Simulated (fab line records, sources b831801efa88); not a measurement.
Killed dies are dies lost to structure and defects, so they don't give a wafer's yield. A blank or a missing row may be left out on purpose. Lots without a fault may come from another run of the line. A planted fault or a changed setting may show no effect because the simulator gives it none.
fab line records | flow sky130
record lots=6 wafers=18 last_day=50
route steps=708 shown FIELD_ISO@13 PAD_OPEN@708
lots that met no fault: from a run of the same line without faults
start_h: hours from the record's first day to the start of the lot's first wafer shown | wait_h: hours since the lot's step before | " the same as in the row above | L1.1+2: a row that stands for several wafers | - no value, or no start given | * or withheld: withheld | < > ~ a bound
route shown NAME@n: a module of which the file shows steps, and the number in the route of the first | usual: mean/standard deviation of fault-free wafers | same: alike in all rows | chamber/n: place in a boat | sites: the reading at each site | _std_site: their standard deviation | _edge_site: outer sites' mean less inner sites' | radius_mm: how far each site lies from the wafer's centre | mask NAME#n: copy n | behind: the tool/chamber that last shaped the wafer | hold: why the lot was held/for how many hours/how that ended | device: the transistor (n, p or np) that didn't switch | end of line: the same wafers' tests at the end of the route | a step without rows: its recipe alone | killed: dies lost to structure and defects at the first sort, not the wafer's yield | map: a wafer's dies, x killed, . not, _ none there
set.NAME: the setting as run; set.NAME@STEP: as run at that earlier step | model.NAME: the simulator's own value behind a step, which no gauge read
lots at some steps of the route; a table a step, a row a wafer
services: from which hour (start_h, from the record's first day; less than 0 if before it) a tool's chamber was out of use, for how many hours, and why
## steps
# step SKY_FIELD_ISO_DEVELOP_12
# recipe develop_time_s=60 resist=KrF-thick dev_temp_c=21
# step SKY_FIELD_ISO_CD_MEAS_13
# recipe target_cd_nm=150
# usual cd_nm=150.2/1.6
# columns lot.wafer tool chamber start_h wait_h cd_nm
L598.1 cd_sem-01 - 44.73 - 149.3
L598.3 " - " " 150.6
L598.4 " - " " 149.6
L602.1 cd_sem-01 - 63.94 - 149.1
L602.5 " - " " 148.7
L602.6 " - " " 149.4
L605.3 cd_sem-02 - 80.47 - 150.1
L605.4 " - " " 151.9
L605.6 " - " " 150.9
L615.2 cd_sem-02 - 132.55 - 147.8
L615.4 " - " " 148.8
L615.5 " - " " 149.6
L616.2 cd_sem-02 - 140.56 - 146.0
L616.3 " - " " 148.6
L616.4 " - " " 148.5
L618.3 cd_sem-01 - 149.28 - 151.1
L618.4 " - " " 151.8
L618.6 " - " " 152.3
# step SKY_FIELD_ISO_ETCH_14
# recipe chemistry=N2/H2 target=BARC ion_energy_ev=200 source_w=500 bias_w=100 pressure_mtorr=30 n2_flow_sccm=100 h2_flow_sccm=200 stop_on=SiO2 time_s=45.9 target_depth_a=600
# usual drypump_motor_current_A=5.8/0.5 oes_product_au=0.855/0.0049 throttle_valve_pct=13.223/0.0095
# columns lot.wafer tool chamber start_h wait_h drypump_motor_current_A oes_product_au rf_hours_counter_h throttle_valve_pct
L598.1 rie_diel-04 3 44.85 0.1 6.0 0.849 79 13.236
L598.3 " 0 " " 5.9 0.845 41 13.236
L598.4 " 2 " " 6.9 0.847 88 13.212
L602.1 rie_diel-02 3 64.06 0.1 5.3 0.858 101 13.234
L602.5 " 0 " " 5.6 0.851 - 13.214
L602.6 " 3 " " 5.4 0.863 - 13.220
L605.3 rie_diel-01 2 80.55 0.1 6.2 0.864 101 13.207
L605.4 " 1 " " 6.3 0.856 162 13.224
L605.6 " 0 " " 5.7 0.855 - 13.224
L615.2 rie_diel-02 0 132.65 0.1 5.6 0.848 7 13.223
L615.4 " 2 " " 5.2 0.856 120 13.222
L615.5 " 0 " " 5.6 0.857 - 13.228
L616.2 rie_diel-02 1 140.66 0.1 5.0 0.858 17 13.209
L616.3 " 3 " " 5.3 0.854 103 13.232
L616.4 " 2 " " 5.2 0.862 121 13.209
L618.3 rie_diel-04 2 149.36 0.1 6.8 0.851 90 13.240
L618.4 " 0 " " 5.9 0.856 43 13.222
L618.6 " 3 " " 6.0 0.861 - 13.226
# step SKY_FIELD_ISO_ETCH_15
# recipe chemistry=CHF3/O2 target_depth_nm=180 stop_on=Si source_w=600 bias_w=200 pressure_mtorr=40 chf3_flow_sccm=50 O2_flow_sccm=5 time_s=72
# usual O2_flow_sccm=4.999/0.014 drypump_motor_current_A=5.8/0.51 oes_product_au=0.931/0.007 throttle_valve_pct=8.840/0.0086
# columns lot.wafer tool chamber start_h wait_h O2_flow_sccm drypump_motor_current_A oes_product_au rf_hours_counter_h throttle_valve_pct
L598.1 rie_diel-04 3 44.89 0.0 5.014 6.0 0.942 79 8.839
L598.3 " 0 " " 5.005 5.9 0.935 41 8.840
L598.4 " 2 " " 4.995 6.8 0.935 88 8.823
L602.1 rie_diel-02 3 64.10 0.0 5.001 5.3 0.928 101 8.827
L602.5 " 0 " " 4.989 5.6 0.926 - 8.836
L602.6 " 3 " " 5.002 5.3 0.928 - 8.838
L605.3 rie_diel-01 2 80.59 0.0 5.009 6.2 0.923 101 8.839
L605.4 " 1 " " 5.015 6.3 0.922 162 8.834
L605.6 " 0 " " 5.022 5.7 0.929 - 8.842
L615.2 rie_diel-02 0 132.69 0.0 5.007 5.6 0.936 7 8.842
L615.4 " 2 " " 5.005 5.2 0.943 120 8.839
L615.5 " 0 " " 5.009 5.6 0.945 - 8.837
L616.2 rie_diel-02 1 140.70 0.0 4.983 4.9 0.945 17 8.852
L616.3 " 3 " " 4.981 5.3 0.939 103 8.864
L616.4 " 2 " " 5.030 5.2 0.943 121 8.844
L618.3 rie_diel-04 2 149.40 0.0 5.007 6.8 0.939 90 8.826
L618.4 " 0 " " 4.990 5.8 0.937 43 8.835
L618.6 " 3 " " 5.003 6.0 0.938 - 8.856
# step SKY_FIELD_ISO_STRIP_16
# recipe chemistry=O2/N2 power_w=1400 pressure_mtorr=1500 platen_temp_c=withheld o2_flow_sccm=3000 n2_flow_sccm=300 overash_fraction=0.5
# usual drypump_motor_current_A=5.9/0.47 oes_product_au=0.378/0.0048 strip_time_to_endpoint_s=3.55/0.03
# columns lot.wafer tool chamber start_h wait_h drypump_motor_current_A oes_product_au rf_hours_counter_h strip_time_to_endpoint_s
L598.1 plasma_asher-03 0 44.95 0.0 6.5 0.386 22 3.57
L598.3 " 1 " " 6.0 0.385 - 3.59
L598.4 " 0 " " 6.5 0.372 - 3.54
L602.1 plasma_asher-02 0 64.16 0.0 5.0 0.372 39 3.51
L602.5 " 1 " " 6.2 0.381 - 3.58
L602.6 " 0 " " 5.0 0.380 - 3.53
L605.3 plasma_asher-03 1 80.68 0.1 5.9 0.382 - 3.57
L605.4 " 0 " " 6.5 0.371 - 3.53
L605.6 " 1 " " 5.9 0.374 - 3.51
L615.2 plasma_asher-03 1 132.75 0.0 5.9 0.375 32 3.58
L615.4 " 0 " " 6.5 0.380 - 3.58
L615.5 " 1 " " 6.0 0.377 - 3.57
L616.2 plasma_asher-01 1 140.76 0.0 5.9 0.378 44 3.55
L616.3 " 1 " " 5.9 0.381 - 3.54
L616.4 " 0 " " 5.4 0.379 - 3.58
L618.3 plasma_asher-03 1 149.49 0.1 6.0 0.384 - 3.55
L618.4 " 0 " " 6.5 0.380 - 3.57
L618.6 " 0 " " 6.4 0.380 - 3.56
# step SKY_FIELD_ISO_ETCH_17
# recipe target_depth_a=3420 mask_material=Si3N4 chemistry=HBr/Cl2/O2 target=Si taper_deg=5 icp_w=600 bias_w=150 pressure_mtorr=15 HBr_flow_sccm=150 Cl2_flow_sccm=40 O2_flow_sccm=6 time_s=97.7
# usual O2_flow_sccm=6.001/0.018 drypump_motor_current_A=5.7/0.45 oes_product_au=1.002/0.0086 throttle_valve_pct=25.655/0.01
# columns lot.wafer tool chamber start_h wait_h O2_flow_sccm drypump_motor_current_A oes_product_au rf_hours_counter_h throttle_valve_pct
L598.1 rie_si-02 2 45.05 0.1 5.985 6.3 0.992 143 25.652
L598.3 " 0 " " 6.006 5.3 0.993 69 25.650
L598.4 " 1 " " 5.996 6.0 1.004 21 25.641
L602.1 rie_si-02 3 64.26 0.1 6.053 5.7 1.009 72 25.645
L602.5 " 3 " " 6.010 5.7 1.006 - 25.651
L602.6 " 0 " " 5.989 5.3 1.009 - 25.663
L605.3 rie_si-01 3 80.75 0.0 6.013 5.3 0.997 0 25.647
L605.4 " 1 " " 6.011 5.9 0.996 103 25.654
L605.6 " 2 " " 6.000 5.1 0.993 - 25.682
L615.2 rie_si-01 0 132.85 0.1 6.006 6.5 0.989 45 25.657
L615.4 " 1 " " 5.983 5.8 0.994 - 25.660
L615.5 " 3 " " 5.976 5.3 0.999 - 25.649
L616.2 rie_si-02 3 140.86 0.1 6.001 5.7 1.008 73 25.663
L616.3 " 0 " " 6.008 5.3 1.011 69 25.661
L616.4 " 1 " " 6.006 6.0 1.011 22 25.647
L618.3 rie_si-02 1 149.56 0.0 5.990 6.0 1.003 22 25.644
L618.4 " 2 " " 5.994 6.3 0.999 0 25.667
L618.6 " 0 " " 5.984 5.3 1.007 - 25.652
# step SKY_FIELD_ISO_WET_ETCH_18
# recipe chemistry=H3PO4 target_depth_nm=25 temp_c=160 target=Si3N4 time_s=286
# step SKY_FIELD_ISO_CLEAN_19
# recipe chemistry=SC1/SC2 mix=1:4:20 temp_c=70 time_s=150
# step SKY_FIELD_ISO_CLEAN_20
# recipe chemistry=dHF time_s=20.72 dilution=100:1
# step SKY_FIELD_ISO_WET_ETCH_21
# recipe chemistry=dHF dilution=100:1 target_depth_nm=20 dry=ipa_marangoni target=SiO2 temp_c=25 time_s=400
# step SKY_FIELD_ISO_OXIDATION_22
# recipe temp_c=950 ambient=O2 stabilise_s=600 purge_s=300 target_thk_a=100 ox_time_s=623
# step SKY_FIELD_ISO_THK_MEAS_23
# recipe reads=SiO2_of_FIELD_ISO_OXIDATION_22
# usual FIELD_ISO_OXIDATION_01_THK=10.00/0.22
# columns lot.wafer tool chamber start_h wait_h FIELD_ISO_OXIDATION_01_THK[nm]
L598.1 film_metro-01 - 46.57 0.0 10.06
L598.3 " - " " 10.04
L598.4 " - " " 9.96
L602.1 film_metro-02 - 65.79 0.0 10.12
L602.5 " - " " 10.08
L602.6 " - " " 10.06
L605.3 film_metro-01 - 82.83 0.0 9.91
L605.4 " - " " 9.84
L605.6 " - " " 9.59
L615.2 film_metro-01 - 136.58 0.0 10.08
L615.4 " - " " 10.10
L615.5 " - " " 10.05
L616.2 film_metro-02 - 142.81 0.0 10.14
L616.3 " - " " 9.99
L616.4 " - " " 9.99
L618.3 film_metro-01 - 151.10 0.0 10.36
L618.4 " - " " 10.19
L618.6 " - " " 10.15
# step SKY_FIELD_ISO_CVD_24
# recipe material=SiO2 target_thk_nm=595 temp_c=650 sigma_open_frac=0.3 time_s=99.2 sih4_flow_sccm=60 pressure_mtorr=6
# columns lot.wafer tool chamber start_h wait_h model.SiO2_of_FIELD_ISO_CVD_24.thk_nm
L598.1 hdpcvd-01 2 46.63 0.1 596.1
L598.3 " 1 " " 599.4
L598.4 " 0 " " 597.9
L602.1 hdpcvd-02 2 65.85 0.1 845.4
L602.5 " 1 " " 833.3
L602.6 " 0 " " 838.9
L605.3 hdpcvd-02 2 82.86 0.0 840.4
L605.4 " 0 " " 840.9
L605.6 " 1 " " 848.9
L615.2 hdpcvd-02 0 136.63 0.0 594.6
L615.4 " 0 " " 601
L615.5 " 1 " " 597.4
L616.2 hdpcvd-01 2 142.87 0.0 596.1
L616.3 " 0 " " 593.2
L616.4 " 2 " " 591.7
L618.3 hdpcvd-02 1 151.14 0.0 609.2
L618.4 " 0 " " 605.3
L618.6 " 2 " " 598.8
# step SKY_FIELD_ISO_THK_MEAS_25
# recipe reads=SiO2_of_FIELD_ISO_CVD_24
# usual FIELD_ISO_CVD_24_THK=595/4.6
# columns lot.wafer tool chamber start_h wait_h FIELD_ISO_CVD_24_THK[nm]
L598.1 film_metro-01 - 46.70 0.0 596
L598.3 " - " " 600
L598.4 " - " " 598
L602.1 film_metro-01 - 65.92 0.0 845
L602.5 " - " " 834
L602.6 " - " " 839
L605.3 film_metro-02 - 82.96 0.1 840
L605.4 " - " " 842
L605.6 " - " " 849
L615.2 film_metro-03 - 136.72 0.0 594
L615.4 " - " " 601
L615.5 " - " " 598
L616.2 film_metro-01 - 142.95 0.0 596
L616.3 " - " " 593
L616.4 " - " " 592
L618.3 film_metro-03 - 151.23 0.1 609
L618.4 " - " " 605
L618.6 " - " " 599
# step SKY_FIELD_ISO_ANNEAL_26
# recipe temp_c=1000 time_s=1800 ambient=N2
# step SKY_FIELD_ISO_CMP_27
# recipe stop_on=Si3N4 t_overpolish_s=16 down_force_psi=4 platen_rpm=60 target_thk_nm=457.8 pad_velocity_m_s=0.94248
# usual motor_current_A=12.9/1.5 slurry_flow_ml_min=150.0/0.46 time_to_endpoint_s=110/4.1
# columns lot.wafer tool chamber start_h wait_h motor_current_A slurry_flow_ml_min time_to_endpoint_s
L598.1 cmp-01 2 48.31 0.1 13.9 150.6 114
L598.4 " 3 " " 15.0 149.4 119
L598.3 " 0 " " 11.2 150.6 115
L602.1 cmp-01 0 67.58 0.1 11.1 149.7 154
L602.5 " 2 " " 13.2 150.4 152
L602.6 " 3 " " 15.3 149.6 153
L605.4 cmp-01 1 84.60 0.1 11.3 150.2 152
L605.3 " 2 " " 14.1 149.6 143
L605.6 " 0 " " 10.9 149.9 159
L615.2 cmp-01 0 139.64 0.1 10.7 150.1 109
L615.4 " 1 " " 12.1 150.1 113
L615.5 " 3 " " 15.4 150.8 107
L616.4 cmp-01 1 144.55 0.1 10.9 149.8 106
L616.3 " 2 " " 14.3 150.0 106
L616.2 " 3 " " 15.2 149.2 113
L618.4 cmp-01 1 153.23 0.1 11.3 149.6 116
L618.3 " 2 " " 13.5 150.3 113
L618.6 " 0 " " 10.7 149.8 117
# step SKY_FIELD_ISO_WET_ETCH_28
# recipe chemistry=dHF target_depth_nm=23.7 target=SiO2 dilution=10:1 temp_c=25 time_s=47
# step SKY_PAD_OPEN_PROBE_99
# usual killed_at_M0_to_M3=43/6.8 killed_at_M4_up=3.2/1.7 killed_at_contacts=24/5.6 killed_at_front_end=15/4.7 killed_at_other=0.3/0.59 killed_dies=86/10 killed_open=47/6.8 killed_short=39/6.4
# same gross_dies=492 killed_at_back_side=0
# columns lot.wafer tool chamber start_h wait_h killed_at_M0_to_M3 killed_at_M4_up killed_at_contacts killed_at_front_end killed_at_other killed_dies killed_open killed_short
L605.3 prober-02 - 1135.79 0.2 39 3 18 9 1 70 39 30
L605.4 prober-02 - 1135.84 0.2 45 4 28 16 0 93 51 42
L605.6 prober-02 - 1135.94 0.2 43 4 19 14 0 80 43 37
# killed by level:class
L605.3 CONTACT:geometric_particle:open=8 VIA1:geometric_particle:open=8 LI_CONTACT:geometric_particle:open=6 METAL1:geometric_particle:short=6 VIA2:geometric_particle:open=6 VIA3:geometric_particle:open=4 VIA1:geometric_particle:short=4 FIELD_ISO:geometric_particle:open=3
L605.4 CONTACT:geometric_particle:open=13 VIA1:geometric_particle:open=11 CONTACT:geometric_particle:short=6 METAL1:geometric_particle:short=6 VIA1:geometric_particle:short=5 METAL2:geometric_particle:short=5 LI_CONTACT:geometric_particle:open=4 LOCAL_INTERCONNECT:geometric_particle:short=4
L605.6 VIA1:geometric_particle:open=12 LI_CONTACT:geometric_particle:open=7 METAL3:geometric_particle:short=6 CONTACT:geometric_particle:open=5 POLY_GATE:geometric_particle:short=4 CONTACT:geometric_particle:short=4 METAL1:geometric_particle:short=4 VIA1:geometric_particle:short=4
## services
# columns tool chamber start_h hours kind
rie_diel-01 1 37.78 13.6 repair
hdpcvd-02 1 46.35 17.4 repair
rie_diel-04 0 50.14 12.4 repair
rie_diel-04 - 51.22 1.0 repair
hdpcvd-01 - 53.74 1.7 repair
cmp-01 - 53.98 5.9 pm
hdpcvd-02 - 66.75 15.0 pm
hdpcvd-02 0 66.75 15.0 vent_cycle
hdpcvd-02 1 66.75 15.0 vent_cycle
hdpcvd-02 2 66.75 15.0 vent_cycle
plasma_asher-02 - 66.84 0.5 repair
hdpcvd-02 0 81.75 - clean
hdpcvd-02 1 81.75 - clean
hdpcvd-02 2 81.75 - clean
cmp-01 - 82.33 1.6 repair
plasma_asher-01 - 89.21 33.5 repair
cmp-01 - 93.75 1.4 repair
rie_si-01 2 93.88 19.4 repair
hdpcvd-01 1 98.95 5.5 repair
plasma_asher-02 - 108.75 9.0 pm
rie_si-01 - 121.55 0.8 repair
rie_si-02 - 123.79 0.1 repair
rie_si-02 0 124.29 13.2 repair
cmp-01 - 128.66 3.4 repair
## key
first_sign step=SKY_FIELD_ISO_THK_MEAS_25 reading=FIELD_ISO_CVD_24_THK direction=up sigmas=53 usual=595 struck=841
effect step=SKY_FIELD_ISO_CMP_27 reading=time_to_endpoint_s direction=up sigmas=10 usual=* struck=*
model_effect step=SKY_FIELD_ISO_CVD_24 value=SiO2_of_FIELD_ISO_CVD_24.thk_nm without=596 struck=841.3
met_at SKY_FIELD_ISO_CVD_24
struck_wafers L602.1,L602.5,L602.6,L605.3,L605.4,L605.6
tester_left_out L602,L605
fault kind=process_parameter_drift tool=hdpcvd-02 chamber=- onset_h=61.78 steps=SKY_FIELD_ISO_CVD_24 channel=target_thk_nm offset=245.28 shape=step end_h=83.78 acts_in=these_recipes_only stated=595
# tester_left_out: of these lots the tester's yield and bins aren't shown, on N5 and GAA mostly nor the transistor test; their killed dies are dies lost to structure and defects alone, not to doping, threshold or leakage, so they don't give the yield
